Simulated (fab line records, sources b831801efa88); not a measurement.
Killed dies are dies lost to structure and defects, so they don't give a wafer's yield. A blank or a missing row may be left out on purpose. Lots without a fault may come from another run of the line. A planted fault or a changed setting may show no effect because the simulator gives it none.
A struck lot beside a sound one | flow sky130 | 29 steps out of a route of 708
Sound: wafers L425.1, L425.2, L425.3. Struck: wafers L431.2, L431.3, L431.6. The cause comes at the end.
At each step with rows: each side's tool, then ch and its chambers, then its first start. Under that, the readings that differ: sound wafers | struck wafers | difference of the means | sigmas: that difference in standard deviations of wafers without a fault.
alike: readings whose means differ by less than 2 such deviations, and words and numbers that are the same on both sides. not compared: withheld readings, readings that some wafer has no value for, bounds like >300 that may hide the same value, and numbers for which the record gives no deviation and whose values overlap.
The two part at a step that has a row with sigmas, a row that says differs or no value, or rows on one side only. Numbers that don't overlap but have no deviation are shown without sigmas and don't part them. A reading that every wafer of one side lacks parts them only if that side has two wafers or more.

first, 9 steps without rows for these wafers: SKY_METAL3_DESCUM_15 (chemistry O2, time 8 s); SKY_METAL3_ETCH_16 (etches BARC in N2/H2, stops on SiO2, time 85.15 s, target depth 60 nm); SKY_METAL3_ETCH_17 (etches SiO2 in C4F8/O2/Ar, stops on TiN, time 3.9 s, target depth 15 nm); SKY_METAL3_METAL_ETCH_18 (etches the open film in Cl2/BCl3, stops on SiO2, target depth 845 nm, time 183.1 s); SKY_METAL3_STRIP_19 (strips in O2/N2); SKY_METAL3_STRIP_20 (strips in post etch residue remover, time 1200 s); SKY_METAL3_CLEAN_21 (cleans in IPA, time 180 s); SKY_METAL3_CLEAN_22 (cleans in O3/DIW); SKY_VIA3_HDPCVD_00 (deposits SiO2, target thk 1635 nm, time 272.5 s).
SKY_VIA3_CMP_02: polishes SiO2.
  sound on cmp-01 ch 0,2,3, day 39 09:22; struck on cmp-02 ch 0,1,2, day 41 06:14
  no value came back on the struck wafers for edge_zone_pressure_frac, head_pressure_psi (psi), motor_current_A (A); on the sound wafers edge_zone_pressure_frac reads 1.005 0.999 0.996
  reading                                  | sound         | struck         | difference | sigmas
  model.SiO2_of_VIA3_HDPCVD_00.thk_nm (nm) | 464.1 464 464 | 1628 1648 1630 | +1171      |
SKY_VIA3_BOW_MEAS_03:
  sound on film_metro-02, day 39 09:37; struck on film_metro-02, day 41 06:28
  reading       | sound    | struck      | difference | sigmas
  VIA3_BOW (um) | 72 69 75 | 125 129 144 | +61        | +9
then, 9 steps without rows for these wafers: SKY_VIA3_DEHYDRATE_04 (time 60 s); SKY_VIA3_HMDS_05 (prime time 60 s); SKY_VIA3_COAT_06 (resist thk 60 nm); SKY_VIA3_COAT_07 (resist thk 450 nm); SKY_VIA3_SOFTBAKE_08 (time 90 s); SKY_VIA3_EXPOSE_09 (exposes mask VIM3, target cd 200 nm); SKY_VIA3_PEB_10; SKY_VIA3_DEVELOP_11 (develop time 60 s); SKY_VIA3_ETCH_14 (etches BARC in N2/H2, stops on SiO2, time 45.9 s, target depth 60 nm).
SKY_VIA3_ETCH_15: etches SiO2 in C4F8/O2/Ar, stops on TiN, target depth 507 nm, time 78 s.
  sound on rie_diel-03 ch 0,1,3, day 40 10:56; struck on rie_diel-01 ch 0,1,2, day 42 06:35
  reading                          | sound             | struck            | difference | sigmas
  oes_product_au (a.u.)            | 0.956 0.946 0.942 | 1.547 1.608 1.617 | +0.643     | +99 or more
  model.etch.depth_nm (nm)         | 464.1 464 464     | 476.6 504.9 506.3 | +31.9      |
  model.VIA3.feature_depth_nm (nm) | 464.1 464 464     | 476.6 504.9 506.3 | +31.9      |
  not compared: rf_hours_counter_h
then, 6 steps without rows for these wafers: SKY_VIA3_STRIP_16 (strips in O2/N2); SKY_VIA3_STRIP_17 (strips in post etch residue remover, time 1200 s); SKY_VIA3_CLEAN_18 (cleans in IPA, time 180 s); SKY_VIA3_CLEAN_19 (cleans in O3/DIW); SKY_VIA3_SPUTTER_20 (material TiN, target thk 20 nm, time 80 s); SKY_VIA3_CVD_21 (deposits W, target thk 390 nm, time 117.31 s).
SKY_VIA3_CMP_24: polishes, stops on SiO2, t overpolish 20 s, target thk 0 nm.
  sound on cmp-02 ch 0,1,3, day 40 11:56; struck on cmp-02 ch 1,2, day 42 07:38
  reading                                  | sound             | struck         | difference | sigmas
  model.SiO2_of_VIA3_HDPCVD_00.thk_nm (nm) | 459.7 459.6 459.6 | 1623 1643 1626 | +1171      |
  alike: edge_zone_pressure_frac, head_pressure_psi, motor_current_A
-- the record jumps here: 6 days lie between the struck wafers' starts before and after (it left off in module VIA3 and takes up again in module PAD_OPEN, whose first step shown is number 708 of the route) --
SKY_PAD_OPEN_PROBE_99:
  sound on prober-02, day 46 11:56; struck on prober-02, day 48 04:28
  reading                  | sound          | struck         | difference | sigmas
  defect_limited_yield (%) | 82.7 84.1 79.5 | 0 0 0          | -82        | -46
  killed_at_M0_to_M3       | 39 44 50       | 440 449 450    | +402       | +58
  killed_dies              | 85 78 101      | 492 492 492    | +404       | +45
  killed_on_rim            | 19 19 24       | 96 96 96       | +75        | +21
  sort_bin_5_function (%)  | 10.4 9.8 11.8  | 92.7 94.1 92.9 | +82.6      | +59
  sort_n_pass              | 407 414 391    | 0 0 0          | -404       | -45
  sort_yield_pct (%)       | 82.7 84.1 79.5 | 0 0 0          | -82        | -46
  alike: killed_at_M4_up, killed_at_contacts, killed_at_front_end, killed_open, killed_short, sort_bin_3_pad_short, sort_bin_6_memory

WHERE THEY PART
First at SKY_VIA3_CMP_02; last, within this record, at SKY_PAD_OPEN_PROBE_99.

WHY: what the simulator had put in
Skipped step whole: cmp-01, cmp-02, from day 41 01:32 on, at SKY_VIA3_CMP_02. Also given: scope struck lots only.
